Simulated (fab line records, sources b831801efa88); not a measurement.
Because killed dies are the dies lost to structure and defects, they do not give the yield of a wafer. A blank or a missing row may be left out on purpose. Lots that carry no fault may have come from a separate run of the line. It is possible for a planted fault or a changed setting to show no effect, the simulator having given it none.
Code-filled problem report in 8D (eight disciplines) form || flow sky130 || the parts of the form that need people (team, actions taken, sign-off) are left out

== 1. WHAT IS WRONG ==
Across 9 wafers from 3 lots, POLY_GATE_CVD_00_THK at SKY_POLY_GATE_THK_MEAS_01 averages 192.0 nm, while fault-free wafers read 179.3 nm with a standard deviation of 1.4. Measured from the usual mean, that is +9.1 standard deviations.
First observed at day 19 22:59: wafer L855.1, on film-metro-03. The record has a number at this step for 45 wafers belonging to 15 lots. Rule for "out", or "out of limits": more than 4 standard deviations from the usual mean. The rest of the wafers with a number are treated as sound.

== 2. WHAT THIS IS AND IS NOT ==
{"question": "which readings at this step", "is": "POLY_GATE_CVD_00_THK", "is not": "-"}
{"question": "which lots", "is": "L855, L856, L857", "is not": "L839, L840, L842, L844, L846, L847, L848, L849, L850, L851, L852, L853"}
{"question": "which wafers of those lots", "is": "all that have a number", "is not": "-"}
{"question": "read on which gauges", "is": "film-metro-03, film-metro-04", "is not": "film-metro-02"}
{"question": "when", "is": "from day 19 22:59", "is not": "up to then (36 sound wafers)"}

== 3. WHAT RULES OUT EACH SUSPECT ==
Counting: a tool at any process step up to the reading remains a suspect when it ran all the lots that are out and ran no sound lot after the first of those.
- ruled out: the gauge at SKY_POLY_GATE_THK_MEAS_01. 2 gauges (film-metro-03, film-metro-04) read the wafers that are out.
- plasma-asher-04 at SKY_GATE_OXIDE_STRIP_13 (strips in O2/N2): kept. Every lot that is out went through it, starting with L855 (day 19 19:16), and after that it ran no sound lot; the last sound lot it ran before then is L849 (day 17 06:35).
- lpcvd-01 at SKY_POLY_GATE_CVD_00 (deposits poly-Si, target thk 180 nm, time 720 s): kept. Every lot that is out went through it, starting with L855 (day 19 21:47), and after that it ran no sound lot; the last sound lot it ran before then is L853 (day 18 21:44).
After counting, plasma-asher-04 at SKY_GATE_OXIDE_STRIP_13 and lpcvd-01 at SKY_POLY_GATE_CVD_00 remain.

== 4. THE CAUSE (what the simulator had put in) ==
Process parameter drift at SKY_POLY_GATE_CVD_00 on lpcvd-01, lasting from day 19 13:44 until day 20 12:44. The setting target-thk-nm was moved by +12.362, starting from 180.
Of the 2 suspects that counting leaves, this tool is one.

== 5. SEQUENCE OF EFFECTS, ordered by route ==
Each row: a reading where the mean over the struck wafers with a number is more than 3 standard deviations away from the usual. Only readings for which the record gives a usual standard deviation are gone through. hours: the time from each lot's start at the first step in this table that gives one to its start at this step, as a median over the lots. sigmas: the change in usual standard deviations.
{"hours": 0, "step": "SKY_POLY_GATE_THK_MEAS_01", "reading": "POLY_GATE_CVD_00_THK", "usual": "179.3 nm", "on struck wafers": 192.0, "change": "+12.7", "sigmas": "+9.1"}

== 6. WHAT WOULD HAVE CAUGHT IT SOONER ==
The first out-of-limits reading at a measuring or inspecting step in this record came at day 19 22:59, 9 hours after the fault's start at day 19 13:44.
Of the tool readings at SKY_POLY_GATE_CVD_00 for which the record gives a usual standard deviation, none was out on any struck wafer, so an alarm limit of 4 standard deviations on them would not have fired.
Among the 3 lots that are out, L856, L857 began SKY_POLY_GATE_CVD_00 on lpcvd-01 after day 19 22:59. A hold on the tool at that time would have spared those 2.
